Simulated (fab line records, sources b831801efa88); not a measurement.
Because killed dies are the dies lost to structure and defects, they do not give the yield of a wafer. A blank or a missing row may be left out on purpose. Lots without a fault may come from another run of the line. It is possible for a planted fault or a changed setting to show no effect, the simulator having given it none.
fab line records    flow gf180mcu    part 2 of 2: steps 26 to 36 of 36
record lots=5  wafers=15  lastDay=33
route steps=602 shown STI@12 DNWELL@32 NWELL@42
lots that met no fault: taken from a fault-free run of the same line
startH: the number of hours between the record's first day and the start of the first shown wafer of the lot    waitH: hours since the lot's step before    " the same as in the row above    L1.1+2: a single row standing in for several wafers    - no value, or no start was given    * or withheld: withheld    < > ~ a bound
route shown NAME@n: a module of which the file shows steps, and the number in the route of the first    usual: the fault-free wafers' mean and standard deviation    same: alike in all rows    chamber/n: place in a boat    sites: per-site readings    _std_site: standard deviation across them    _edge_site: outer sites' mean less inner sites'    radiusMm: for every site, how far away it sits from the centre of the wafer    mask NAME#n: copy n    behind: the last tool/chamber to shape the wafer    hold: cause of the lot's hold/its duration in hours/its outcome    device: names the non-switching transistor (n, p or np)    end of line: tests of these same wafers at the route's end    for a step that has no rows: nothing shown but its recipe    killed: at the first sort, the dies lost to defects and structure; wafer yield is something else    map: shows each die of a wafer: x if killed, . if not, _ if none is there
set.NAME: the setting as run; set.NAME@STEP: as run at that earlier step    model.NAME: the simulator's own value behind a step, which no gauge read
a table for each step, a row for each wafer; lots at some steps of the route
services: a tool's chamber out of use, with start hour (startH, from the record's first day; less than 0 if before it), hours out, and reason
## steps
# step GF_DNWELL_PEB_05
# recipe tempC=115  timeS=withheld
# usual exhaustPa=45.0/0.91
lot.wafer  tool           chamber  startH  waitH  exhaustPa
L077.1     lithoTrack-04  0        -       -      44.9
L077.2     "              0        "       "      44.4
L077.4     "              0        "       "      44.4
L078.1     lithoTrack-02  0        -       -      44.7
L078.2     "              0        "       "      45.4
L078.4     "              0        "       "      44.9
L079.1     lithoTrack-02  0        -       -      45.0
L079.4     "              0        "       "      46.1
L079.6     "              0        "       "      46.1
L080.2     lithoTrack-04  0        -       -      44.4
L080.5     "              0        "       "      43.4
L080.6     "              0        "       "      44.8
L090.2     lithoTrack-04  0        -       -      45.5
L090.4     "              0        "       "      45.5
L090.5     "              0        "       "      45.7
# step GF_DNWELL_DEVELOP_06
# recipe wallAngleDeg=90  developTimeS=60  devTempC=23
# usual exhaustPa=45.0/0.97
lot.wafer  tool           chamber  startH  waitH  exhaustPa
L077.1     lithoTrack-04  0        -       -      44.2
L077.2     "              0        "       "      45.0
L077.4     "              0        "       "      44.7
L078.1     lithoTrack-02  0        -       -      44.3
L078.2     "              0        "       "      44.4
L078.4     "              0        "       "      45.0
L079.1     lithoTrack-02  0        -       -      47.3
L079.4     "              0        "       "      46.4
L079.6     "              0        "       "      46.1
L080.2     lithoTrack-04  0        -       -      44.7
L080.5     "              0        "       "      43.7
L080.6     "              0        "       "      44.8
L090.2     lithoTrack-04  0        -       -      45.1
L090.4     "              0        "       "      45.3
L090.5     "              0        "       "      44.9
# step GF_DNWELL_IMPLANT_07
# recipe species=P  energyKev=1500  doseCm2=1e+13  tiltDeg=0
# usual beamEnergyKeV=1500.0/0.44  faradayCurrentUA=56.4/1.1
lot.wafer  tool          chamber  startH  waitH  beamEnergyKeV  faradayCurrentUA
L077.1     implanter-03  0        59.22   -      1499.7         58.5
L077.2     "             0        "       "      1500.1         58.3
L077.4     "             0        "       "      1499.9         55.9
L078.1     implanter-01  0        63.68   -      1499.2         57.1
L078.2     "             0        "       "      1500.4         57.7
L078.4     "             0        "       "      1500.0         55.7
L079.1     implanter-01  0        70.73   -      1499.7         55.8
L079.4     "             0        "       "      1499.3         56.9
L079.6     "             0        "       "      1499.9         56.7
L080.2     implanter-01  0        75.05   -      1499.8         57.5
L080.5     "             0        "       "      1499.6         54.7
L080.6     "             0        "       "      1499.7         57.0
L090.2     implanter-03  0        128.50  -      1499.5         57.5
L090.4     "             0        "       "      1499.9         55.8
L090.5     "             0        "       "      1499.8         55.3
# step GF_DNWELL_STRIP_08
# recipe chemistry=O2/N2  powerW=1400  pressureMtorr=1500  platenTempC=250  o2FlowSccm=3000  n2FlowSccm=300  overashFraction=0.5
# usual drypumpMotorCurrentA=5.55/0.28  heaterPowerW=341/28  oesProductAu=0.722/0.0044  stripTimeToEndpointS=36.93/0.1
lot.wafer  tool            chamber  startH  waitH  drypumpMotorCurrentA  heaterPowerW  oesProductAu  rfHoursCounterH  stripTimeToEndpointS
L077.1     plasmaAsher-02  1        59.37   0.1    6.20                  366           0.714         41               36.86
L077.2     "               0        "       "      5.24                  337           0.717         41               36.85
L077.4     "               1        "       "      6.22                  372           0.715         -                36.94
L078.1     plasmaAsher-02  1        63.83   0.1    6.20                  368           0.728         41               36.91
L078.2     "               0        "       "      5.26                  335           0.724         41               36.88
L078.4     "               0        "       "      5.30                  336           0.718         -                36.87
L079.1     plasmaAsher-04  0        70.88   0.1    5.62                  303           0.732         43               36.99
L079.4     "               0        "       "      5.64                  304           0.723         -                36.82
L079.6     "               1        "       "      5.50                  329           0.725         -                36.96
L080.2     plasmaAsher-04  0        75.17   0.1    5.63                  297           0.725         44               37.04
L080.5     "               1        "       "      5.55                  337           0.715         -                37.02
L080.6     "               0        "       "      5.61                  297           0.725         -                36.96
L090.2     plasmaAsher-01  1        128.62  0.1    5.24                  330           0.722         50               36.84
L090.4     "               1        "       "      5.25                  329           0.720         -                36.77
L090.5     "               1        "       "      5.25                  335           0.715         -                36.79
# step GF_DNWELL_TW_MEAS_09
# usual DNWELL_TW=1342/10
lot.wafer  tool          chamber  startH  waitH  DNWELL_TW
L077.1     filmMetro-03  -        59.47   0.1    1332
L077.2     "             -        "       "      1331
L077.4     "             -        "       "      1329
L078.1     filmMetro-03  -        63.93   0.1    1329
L078.2     "             -        "       "      1333
L078.4     "             -        "       "      1331
L079.1     filmMetro-01  -        70.98   0.1    1369
L079.4     "             -        "       "      1376
L079.6     "             -        "       "      1372
L080.2     filmMetro-03  -        75.28   0.1    1340
L080.5     "             -        "       "      1349
L080.6     "             -        "       "      1355
L090.2     filmMetro-01  -        128.73  0.1    1338
L090.4     "             -        "       "      1341
L090.5     "             -        "       "      1337
# step GF_NWELL_DEHYDRATE_00
# recipe tempC=200  timeS=60
# usual exhaustPa=45.0/0.86
lot.wafer  tool           chamber  startH  waitH  exhaustPa
L077.1     lithoTrack-04  0        66.17   6.7    44.8
L077.2     "              0        "       "      46.6
L077.4     "              0        "       "      45.6
L078.1     lithoTrack-01  0        70.68   6.7    45.7
L078.2     "              0        "       "      44.8
L078.4     "              0        "       "      45.0
L079.1     lithoTrack-03  0        77.24   6.3    45.4
L079.4     "              0        "       "      45.5
L079.6     "              0        "       "      46.4
L080.2     lithoTrack-01  0        81.96   6.7    45.0
L080.5     "              0        "       "      45.9
L080.6     "              0        "       "      45.9
L090.2     lithoTrack-03  0        136.11  7.4    45.2
L090.4     "              0        "       "      44.4
L090.5     "              0        "       "      44.6
# step GF_NWELL_HMDS_01
# recipe primeTimeS=60  primeTempC=120
# usual exhaustPa=44.9/0.8
lot.wafer  tool           chamber  startH  waitH  exhaustPa
L077.1     lithoTrack-04  0        66.32   0.1    45.3
L077.2     "              0        "       "      44.2
L077.4     "              0        "       "      44.4
L078.1     lithoTrack-01  0        70.83   0.1    44.9
L078.2     "              0        "       "      44.9
L078.4     "              0        "       "      47.1
L079.1     lithoTrack-03  0        77.39   0.1    45.1
L079.4     "              0        "       "      45.6
L079.6     "              0        "       "      43.6
L080.2     lithoTrack-01  0        82.11   0.1    44.9
L080.5     "              0        "       "      45.9
L080.6     "              0        "       "      45.8
L090.2     lithoTrack-03  0        136.26  0.1    44.8
L090.4     "              0        "       "      44.9
L090.5     "              0        "       "      44.0
# step GF_NWELL_COAT_02
# recipe spinRpm=2000  resistThkNm=3000
# usual exhaustPa=44.8/0.87
lot.wafer  tool           chamber  startH  waitH  exhaustPa
L077.1     lithoTrack-04  0        66.47   0.1    44.8
L077.2     "              0        "       "      45.3
L077.4     "              0        "       "      45.0
L078.1     lithoTrack-01  0        70.98   0.1    44.0
L078.2     "              0        "       "      44.2
L078.4     "              0        "       "      43.5
L079.1     lithoTrack-03  0        77.54   0.1    45.5
L079.4     "              0        "       "      45.4
L079.6     "              0        "       "      46.1
L080.2     lithoTrack-01  0        82.26   0.1    44.8
L080.5     "              0        "       "      44.3
L080.6     "              0        "       "      43.7
L090.2     lithoTrack-03  0        136.41  0.1    47.0
L090.4     "              0        "       "      45.2
L090.5     "              0        "       "      46.0
# step GF_NWELL_SOFTBAKE_03
# recipe tempC=110  timeS=withheld
# usual exhaustPa=44.7/0.87
lot.wafer  tool           chamber  startH  waitH  exhaustPa
L077.1     lithoTrack-04  0        66.62   0.1    46.6
L077.2     "              0        "       "      44.6
L077.4     "              0        "       "      44.9
L078.1     lithoTrack-01  0        71.13   0.1    44.5
L078.2     "              0        "       "      44.2
L078.4     "              0        "       "      43.9
L079.1     lithoTrack-03  0        77.69   0.1    45.5
L079.4     "              0        "       "      44.3
L079.6     "              0        "       "      44.0
L080.2     lithoTrack-01  0        82.42   0.1    44.7
L080.5     "              0        "       "      43.3
L080.6     "              0        "       "      44.5
L090.2     lithoTrack-03  0        136.57  0.1    44.4
L090.4     "              0        "       "      44.8
L090.5     "              0        "       "      44.9
# step GF_NWELL_EXPOSE_04
# recipe maskId=Nwell  targetCdNm=860  na=0.6  sourceShape=conventional  sigmaOuter=0.6  doseMj=260
lot.wafer   tool             chamber  startH  waitH  mask
L077.1+2+4  ilineStepper-02  0        -       -      Nwell#0
L078.1+2+4  ilineStepper-01  0        -       -      Nwell#0
L079.1+4+6  ilineStepper-02  0        -       -      Nwell#0
L080.2+5+6  ilineStepper-01  0        -       -      Nwell#0
L090.2+4+5  ilineStepper-02  0        -       -      Nwell#0
# step GF_NWELL_PEB_05
# recipe tempC=115  timeS=withheld
# usual exhaustPa=45.2/0.94
lot.wafer  tool           chamber  startH  waitH  exhaustPa
L077.1     lithoTrack-04  0        -       -      45.1
L077.2     "              0        "       "      43.7
L077.4     "              0        "       "      44.8
L078.1     lithoTrack-04  0        -       -      43.8
L078.2     "              0        "       "      43.6
L078.4     "              0        "       "      43.5
L079.1     lithoTrack-01  0        -       -      45.1
L079.4     "              0        "       "      46.6
L079.6     "              0        "       "      43.9
L080.2     lithoTrack-03  0        -       -      45.8
L080.5     "              0        "       "      45.3
L080.6     "              0        "       "      46.8
L090.2     lithoTrack-04  0        -       -      45.7
L090.4     "              0        "       "      45.7
L090.5     "              0        "       "      45.3
## services
tool             chamber  startH  hours  kind
plasmaAsher-02   -        20.24   1.7    repair
rieDiel-04       -        29.11   0.3    repair
rieDiel-04       3        29.23   5.1    repair
implanter-03     -        31.26   3.4    pm
implanter-01     -        43.00   0.7    repair
implanter-01     -        44.24   6.1    repair
implanter-03     -        50.24   1.2    repair
rieSi-02         3        51.15   29.8   repair
cmp-01           -        64.00   4.0    pm
furnace-02       -        66.47   4.3    pm
rieSi-01         0        83.03   1.2    repair
implanter-01     -        85.69   22.6   pm
rieSi-01         -        88.81   0.5    repair
plasmaAsher-02   -        92.04   22.7   repair
rieDiel-01       2        105.18  11.7   repair
ilineStepper-02  -        105.42  1.7    pm
cmp-01           -        110.83  3.4    pm
furnace-02       -        117.96  2.9    pm
implanter-01     -        127.90  2.5    repair
implanter-01     -        130.43  8.6    pm
furnace-01       -        132.00  2.7    pm
ilineStepper-01  -        136.82  1.7    pm
furnace-01       -        142.66  2.8    pm
cmp-01           -        143.26  3.9    repair
